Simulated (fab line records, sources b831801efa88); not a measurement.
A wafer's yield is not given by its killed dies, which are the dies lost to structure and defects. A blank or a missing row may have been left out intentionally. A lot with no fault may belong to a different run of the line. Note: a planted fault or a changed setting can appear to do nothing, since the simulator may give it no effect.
Which of the tools did it? -- flow sfqLine -- 14 lots with 42 wafers sampled at 4 steps, on a route of 325 steps

== WHAT THE GAUGES READ, wafer by wafer ==
SFQ_I7_BOW_MEAS_946. Usual: I7_BOW 9 um, standard deviation 11.
lot,measured,on,I7_BOW (um),flag
L194,day 81 17:58,filmMetro-02,2 7 1,
L196,day 82 18:23,filmMetro-04,22 24 9,
L197,day 82 22:46,filmMetro-02,-2 0 5,
L198,day 83 03:09,filmMetro-04,12 -2 12,
L203,day 84 23:14,filmMetro-02,10 15 4,
L204,day 85 05:08,filmMetro-02,17 27 23,
L208,day 86 15:28,filmMetro-02,-5 -1 -5,
L211,day 87 02:44,filmMetro-01,4 -6 -2,
L212,day 87 22:38,filmMetro-01,9 24 12,
L213,day 88 14:28,filmMetro-04,4 3 7,
L214,day 88 17:31,filmMetro-02,13 25 13,
L215,day 92 06:42,filmMetro-04,6 24 4,
L216,day 93 02:17,filmMetro-01,-5 2 -4,
L217,day 93 05:15,filmMetro-01,-4 -10 4,

== WHAT TOOL EACH LOT RAN ON (gives the tool, then ch and the chambers of the sampled wafers, and finally the start) ==
lot,SFQ_TRILAYER_M1_LITHO_COAT_039,SFQ_TRILAYER_R5_ETCH_METAL_ETCH_139,SFQ_TRILAYER_I7_CMP_CMP_184
L194,"lithoTrack-03 ch 0, day 17 18:16","rieMetal-04 ch 0,1, day 62 17:56","cmp-02 ch 1,2,3, day 81 15:58"
L196,"lithoTrack-04 ch 0, day 18 19:04","rieMetal-04 ch 0,1, day 63 05:40","cmp-01 ch 1,2,3, day 82 15:22"
L197,"lithoTrack-03 ch 0, day 19 02:11","rieMetal-03 ch 0,1, day 63 11:40","cmp-02 ch 0,2,3, day 82 19:46"
L198,"lithoTrack-02 ch 0, day 19 13:35","rieMetal-04 ch 0,1, day 63 15:16","cmp-01 ch 0,2,3, day 83 00:39"
L203,"lithoTrack-04 ch 0, day 22 09:29","rieMetal-04 ch 0,1, day 65 06:57","cmp-01 ch 1,2,3, day 84 20:44"
L204,"lithoTrack-04 ch 0, day 22 12:07","rieMetal-02 ch 0,1, day 65 11:33","cmp-01 ch 0,3, day 85 02:37"
L208,"lithoTrack-02 ch 0, day 23 18:02","rieMetal-02 ch 0,1, day 67 00:46","cmp-02 ch 0,1,3, day 86 13:25"
L211,"lithoTrack-02 ch 0, day 25 05:07","rieMetal-03 ch 0,1, day 67 21:03","cmp-01 ch 1,3, day 87 00:14"
L212,"lithoTrack-04 ch 0, day 25 20:46","rieMetal-04 ch 0,1, day 69 04:30","cmp-01 ch 1,2,3, day 87 20:38"
L213,"lithoTrack-02 ch 0, day 26 11:10","rieMetal-04 ch 1, day 69 21:33","cmp-01 ch 0,2,3, day 88 11:58"
L214,"lithoTrack-02 ch 0, day 27 00:15","rieMetal-03 ch 0,1, day 70 04:46","cmp-01 ch 0,1, day 88 14:58"
L215,"lithoTrack-02 ch 0, day 27 07:13","rieMetal-04 ch 0,1, day 75 15:23","cmp-02 ch 1,2,3, day 92 03:41"
L216,"lithoTrack-03 ch 0, day 27 14:31","rieMetal-02 ch 0,1, day 79 19:08","cmp-02 ch 1,2, day 92 23:14"
L217,"lithoTrack-04 ch 0, day 27 20:25","rieMetal-04 ch 0,1, day 79 20:19","cmp-02 ch 0,2,3, day 93 03:14"
- SFQ_TRILAYER_M1_LITHO_COAT_039: resist thk 600 nm.
- SFQ_TRILAYER_R5_ETCH_METAL_ETCH_139: etches the open film in Cl2, stops on SiO2, target depth 60 nm, time 40 s.
- SFQ_TRILAYER_I7_CMP_CMP_184: polishes SiO2.

== WHAT THE TOOLS THEMSELVES READ (means of the sampled wafers that have a number; where no wafer has one, the mark that the record gives instead) ==
SFQ_TRILAYER_M1_LITHO_COAT_039. Usual: dispensePressureKPa 53.1 kPa, standard deviation 1.8; spinSpeedRpm 3000.0 rpm, standard deviation 2.3.
lot,tool,dispensePressureKPa (kPa),spinSpeedRpm (rpm),flag
L194,lithoTrack-03,53.0,2997.0,
L196,lithoTrack-04,51.0,2998.5,
L197,lithoTrack-03,53.0,3001.0,
L198,lithoTrack-02,55.2,2999.2,
L203,lithoTrack-04,51.0,2663.4,OFF
L204,lithoTrack-04,51.0,2663.0,OFF
L208,lithoTrack-02,55.2,3000.9,
L211,lithoTrack-02,55.2,2998.8,
L212,lithoTrack-04,51.0,3001.6,
L213,lithoTrack-02,55.2,3001.7,
L214,lithoTrack-02,55.2,2999.7,
L215,lithoTrack-02,55.2,2999.1,
L216,lithoTrack-03,53.0,3001.0,
L217,lithoTrack-04,51.0,2999.7,

SFQ_TRILAYER_R5_ETCH_METAL_ETCH_139. Usual: biasW 80.03 W, standard deviation 0.26; chamberPressureMTorr 10.002 mTorr, standard deviation 0.0096; drypumpMotorCurrentA 6.0 A, standard deviation 0.34; heBacksideLeakSccm 3.49 sccm, standard deviation 0.24; oesProductAu 0.988 a.u., standard deviation 0.0055.
lot,tool,biasW (W),chamberPressureMTorr (mTorr),drypumpMotorCurrentA (A),heBacksideLeakSccm (sccm),oesProductAu (a.u.),flag
L194,rieMetal-04,80.26,9.999,6.2,3.41,0.988,
L196,rieMetal-04,79.90,10.008,5.9,3.34,0.987,
L197,rieMetal-03,79.76,9.999,6.0,3.67,0.988,
L198,rieMetal-04,80.04,10.000,6.1,3.36,0.992,
L203,rieMetal-04,80.08,10.000,6.2,3.52,0.986,
L204,rieMetal-02,80.02,10.001,5.8,3.62,0.983,
L208,rieMetal-02,80.00,10.005,5.8,3.48,0.982,
L211,rieMetal-03,80.30,10.003,6.1,3.40,0.985,
L212,rieMetal-04,79.85,9.996,6.1,3.33,0.997,
L213,rieMetal-04,80.14,9.999,6.4,3.58,0.988,
L214,rieMetal-03,79.69,9.993,6.1,3.38,0.992,
L215,rieMetal-04,79.78,10.002,6.2,3.38,0.980,
L216,rieMetal-02,79.93,10.007,5.7,3.43,0.989,
L217,rieMetal-04,80.01,9.995,5.9,3.55,0.984,

SFQ_TRILAYER_I7_CMP_CMP_184. Usual: motorCurrentA 10.2 A, standard deviation 1; platenRpm 59.99 rpm, standard deviation 0.042; retainingRingPressureFrac 1.000, standard deviation 0.0048; slurryFilterDpKPa 13.49 kPa, standard deviation 0.14; timeToEndpointS 214 s, standard deviation 7.1.
lot,tool,motorCurrentA (A),platenRpm (rpm),retainingRingPressureFrac,slurryFilterDpKPa (kPa),timeToEndpointS (s),flag
L194,cmp-02,11.3,60.02,1.000,13.50,209,
L196,cmp-01,10.2,60.03,1.002,13.51,222,
L197,cmp-02,9.6,59.99,0.998,13.42,213,
L198,cmp-01,10.1,59.99,0.997,13.41,210,
L203,cmp-01,10.2,60.04,1.000,13.58,219,
L204,cmp-01,10.0,59.97,0.997,13.47,219,
L208,cmp-02,10.1,59.99,0.999,13.49,211,
L211,cmp-01,9.8,59.96,0.998,13.40,212,
L212,cmp-01,10.6,60.00,0.997,13.53,221,
L213,cmp-01,10.2,59.97,0.997,13.51,217,
L214,cmp-01,9.8,59.98,0.993,13.46,228,
L215,cmp-02,10.6,59.99,1.000,13.37,212,
L216,cmp-02,11.6,60.02,1.000,13.58,213,
L217,cmp-02,9.8,59.99,1.001,13.56,216,

== THE ANSWER, worked out from the rows above alone ==
Rule: a lot counts as off when the mean over its wafers that have a number is more than 3 standard deviations away from the usual mean. Also off: a lot with no number at a reading for which 4 or more lots have one. The other lots that the step has rows for count as sound. The gauges are gone through in route order, then the tools' own readings, and for those a lot's mean is taken as printed above. The first step at which some lot is off is used, and at that step the reading that is off furthest; a lot without a number counts as furthest.
Off at SFQ_TRILAYER_M1_LITHO_COAT_039 (spinSpeedRpm): L203, L204.
If a tool, at that step or one of the process steps before it, ran each lot that is off and ran no sound lot following the first of them, it fits. Of those tried, none fits.

== WHAT THE SIMULATOR HAD INSERTED ==
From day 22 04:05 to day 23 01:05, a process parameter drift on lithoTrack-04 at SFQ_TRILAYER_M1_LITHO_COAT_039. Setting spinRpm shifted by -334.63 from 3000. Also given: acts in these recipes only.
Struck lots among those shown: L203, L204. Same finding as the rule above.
